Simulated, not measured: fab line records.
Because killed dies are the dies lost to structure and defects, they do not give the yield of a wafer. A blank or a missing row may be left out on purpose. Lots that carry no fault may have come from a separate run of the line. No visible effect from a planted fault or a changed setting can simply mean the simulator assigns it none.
Which tool was responsible? | flow sky130 | 12 lots with 36 wafers sampled at 5 steps, on a route of 708 steps

== WHAT THE GAUGES SHOWED, per wafer ==
SKY_LDD_LDN_OVL_MEAS_07. Usual: LDD_LDN_OVL -0.5 nm, standard deviation 1.4.
lot  | measured     | on         | LDD_LDN_OVL (nm)  | flag
L231 | day 22 21:52 | overlay-02 | 0.9 0.3 0.1       |
L232 | day 23 03:28 | overlay-02 | 0.8 2.3 2.7       |
L235 | day 25 01:37 | overlay-01 | 1.9 3.0 3.7       |
L239 | day 25 22:18 | overlay-02 | -1.3 -0.7 -1.8    |
L240 | day 26 06:25 | overlay-02 | -1.6 0.5 0.0      |
L242 | day 27 01:07 | overlay-02 | -0.6 -1.1 -0.1    |
L244 | day 27 13:48 | overlay-02 | 0.1 -0.3 -0.3     |
L247 | day 28 12:22 | overlay-01 | 0.0 0.9 0.1       |
L248 | day 28 21:23 | overlay-02 | -0.9 0.1 -1.3     |
L250 | day 29 11:39 | overlay-02 | -51.6 -50.4 -51.7 | OFF
L251 | day 29 14:50 | overlay-02 | -51.2 -50.3 -51.7 | OFF
L252 | day 29 23:53 | overlay-02 | -51.9 -51.2 -50.9 | OFF

SKY_SPACER_THK_MEAS_01. Usual: SPACER_CVD_00_THK 43.1 nm, standard deviation 0.44.
lot  | measured     | on            | SPACER_CVD_00_THK (nm) | flag
L231 | day 22 23:56 | film_metro-03 | 43.2 42.9 43.1         |
L232 | day 23 05:32 | film_metro-02 | 43.8 43.2 44.0         |
L235 | day 25 03:41 | film_metro-02 | 43.0 42.8 43.0         |
L239 | day 26 00:21 | film_metro-02 | 42.9 43.4 43.6         |
L240 | day 26 08:29 | film_metro-01 | 43.2 43.5 43.1         |
L242 | day 27 04:05 | film_metro-02 | 43.2 43.1 43.1         |
L244 | day 27 15:51 | film_metro-01 | 42.6 42.4 42.4         |
L247 | day 28 15:41 | film_metro-01 | 42.8 42.9 42.8         |
L248 | day 29 00:28 | film_metro-03 | 43.0 43.0 42.8         |
L250 | day 29 13:43 | film_metro-01 | 42.2 42.2 42.4         |
L251 | day 29 17:20 | film_metro-03 | 43.3 43.2 43.1         |
L252 | day 30 01:57 | film_metro-03 | 42.8 43.0 43.1         |

== WHAT TOOL EACH LOT RAN ON (gives the tool, then ch and the chambers of the sampled wafers, and finally the start) ==
lot  | SKY_POLY_GATE_STRIP_18               | SKY_LDD_N_STRIP_16                   | SKY_LDD_LDN_EXPOSE_04
L231 | plasma_asher-04 ch 0,1, day 16 11:01 | plasma_asher-03 ch 0,1, day 17 19:31 | iline_stepper-02 ch 0, day 22 07:27
L232 | plasma_asher-04 ch 0,1, day 16 16:14 | plasma_asher-02 ch 1, day 18 00:51   | iline_stepper-02 ch 0, day 22 12:44
L235 | plasma_asher-01 ch 0,1, day 18 13:46 | plasma_asher-02 ch 0,1, day 19 23:55 | iline_stepper-01 ch 0, day 24 10:44
L239 | plasma_asher-01 ch 0,1, day 19 14:11 | plasma_asher-03 ch 0,1, day 20 22:47 | iline_stepper-01 ch 0, day 25 08:04
L240 | plasma_asher-01 ch 0,1, day 19 22:07 | plasma_asher-01 ch 0,1, day 21 06:44 | iline_stepper-01 ch 0, day 25 15:51
L242 | plasma_asher-02 ch 0, day 20 16:05   | plasma_asher-01 ch 0,1, day 22 02:26 | iline_stepper-02 ch 0, day 26 10:38
L244 | plasma_asher-01 ch 0,1, day 21 03:08 | plasma_asher-03 ch 0,1, day 22 14:15 | iline_stepper-01 ch 0, day 26 23:20
L247 | plasma_asher-02 ch 0,1, day 22 07:13 | plasma_asher-02 ch 0,1, day 23 15:35 | iline_stepper-02 ch 0, day 27 22:38
L248 | plasma_asher-02 ch 0,1, day 22 15:32 | plasma_asher-02 ch 0,1, day 24 00:53 | iline_stepper-01 ch 0, day 28 07:56
L250 | plasma_asher-01 ch 0,1, day 23 06:55 | plasma_asher-03 ch 0,1, day 24 15:52 | iline_stepper-01 ch 0, day 28 22:20
L251 | plasma_asher-02 ch 0,1, day 23 13:05 | plasma_asher-03 ch 0,1, day 24 21:14 | iline_stepper-01 ch 0, day 29 01:51
L252 | plasma_asher-01 ch 0,1, day 23 19:49 | plasma_asher-02 ch 0,1, day 25 04:45 | iline_stepper-01 ch 0, day 29 09:38
- SKY_POLY_GATE_STRIP_18: strips in O2/N2.
- SKY_LDD_N_STRIP_16: strips in O2/N2.
- SKY_LDD_LDN_EXPOSE_04: exposes mask LDNTM, target cd 700 nm.

== AS READ BY THE TOOLS THEMSELVES (means over the sampled wafers that have a number; for cases with no such wafer, the mark the record gives instead) ==
SKY_POLY_GATE_STRIP_18. Usual: chamber_pressure_mTorr 1499.9 mTorr, standard deviation 1.5; drypump_motor_current_A 6.0 A, standard deviation 0.45; oes_product_au 0.360 a.u., standard deviation 0.0046; strip_time_to_endpoint_s 3.16 s, standard deviation 0.06.
lot  | tool            | chamber_pressure_mTorr (mTorr) | drypump_motor_current_A (A) | oes_product_au (a.u.) | strip_time_to_endpoint_s (s) | flag
L231 | plasma_asher-04 | 1500.2                         | 5.4                         | 0.358                 | 3.16                         |
L232 | plasma_asher-04 | 1498.9                         | 5.5                         | 0.358                 | 3.13                         |
L235 | plasma_asher-01 | 1499.4                         | 6.1                         | 0.359                 | 3.09                         |
L239 | plasma_asher-01 | 1499.2                         | 6.1                         | 0.364                 | 3.23                         |
L240 | plasma_asher-01 | 1499.9                         | 6.4                         | 0.360                 | 3.18                         |
L242 | plasma_asher-02 | 1500.1                         | 6.0                         | 0.359                 | 3.16                         |
L244 | plasma_asher-01 | 1501.4                         | 6.4                         | 0.357                 | 3.13                         |
L247 | plasma_asher-02 | 1501.1                         | 5.8                         | 0.365                 | 3.12                         |
L248 | plasma_asher-02 | 1499.1                         | 5.9                         | 0.360                 | 3.21                         |
L250 | plasma_asher-01 | 1500.0                         | 6.4                         | 0.360                 | 3.15                         |
L251 | plasma_asher-02 | 1501.0                         | 5.9                         | 0.363                 | 3.22                         |
L252 | plasma_asher-01 | 1500.0                         | 6.4                         | 0.366                 | 3.22                         |

SKY_LDD_N_STRIP_16. Usual: chamber_pressure_mTorr 1500.1 mTorr, standard deviation 1.6; drypump_motor_current_A 5.8 A, standard deviation 0.45; oes_product_au 0.407 a.u., standard deviation 0.0043; strip_time_to_endpoint_s 4.313 s, standard deviation 0.016.
lot  | tool            | chamber_pressure_mTorr (mTorr) | drypump_motor_current_A (A) | oes_product_au (a.u.) | strip_time_to_endpoint_s (s) | flag
L231 | plasma_asher-03 | 1500.0                         | 5.3                         | 0.407                 | 4.300                        |
L232 | plasma_asher-02 | 1498.4                         | 5.7                         | 0.406                 | 4.320                        |
L235 | plasma_asher-02 | 1499.5                         | 5.8                         | 0.409                 | 4.320                        |
L239 | plasma_asher-03 | 1501.3                         | 5.3                         | 0.400                 | 4.294                        |
L240 | plasma_asher-01 | 1499.3                         | 6.4                         | 0.408                 | 4.311                        |
L242 | plasma_asher-01 | 1500.3                         | 6.4                         | 0.407                 | 4.314                        |
L244 | plasma_asher-03 | 1500.1                         | 5.3                         | 0.409                 | 4.312                        |
L247 | plasma_asher-02 | 1500.3                         | 5.8                         | 0.405                 | 4.324                        |
L248 | plasma_asher-02 | 1499.8                         | 5.9                         | 0.408                 | 4.320                        |
L250 | plasma_asher-03 | 1499.9                         | 5.3                         | 0.411                 | 4.318                        |
L251 | plasma_asher-03 | 1498.3                         | 5.2                         | 0.407                 | 4.299                        |
L252 | plasma_asher-02 | 1499.9                         | 5.9                         | 0.404                 | 4.300                        |

== THE ANSWER, worked out from the rows above alone ==
Rule: a lot counts as off when the mean over its wafers that have a number is more than 3 standard deviations away from the usual mean. Also off: a lot with no number at a reading for which 4 or more lots have one. Where the step has rows for the other lots, those lots are counted as sound. After the gauges, taken in route order, come the tools' own readings; for these a lot's mean is taken, as printed above. At the first step where some lot is off, the reading lying furthest off is the one used; lots without a number count as furthest.
Off: L250, L251, L252, at SKY_LDD_LDN_OVL_MEAS_07 (LDD_LDN_OVL).
If a tool, at a process step before that reading, ran all the lots that are off and no sound lot after the first of them, it fits. The gauges at SKY_LDD_LDN_OVL_MEAS_07 are tried like those tools. Undecided on this evidence; 2 tools fit (iline_stepper-01 at SKY_LDD_LDN_EXPOSE_04, overlay-02 at SKY_LDD_LDN_OVL_MEAS_07).

== WHAT HAD BEEN PUT IN BY THE SIMULATOR ==
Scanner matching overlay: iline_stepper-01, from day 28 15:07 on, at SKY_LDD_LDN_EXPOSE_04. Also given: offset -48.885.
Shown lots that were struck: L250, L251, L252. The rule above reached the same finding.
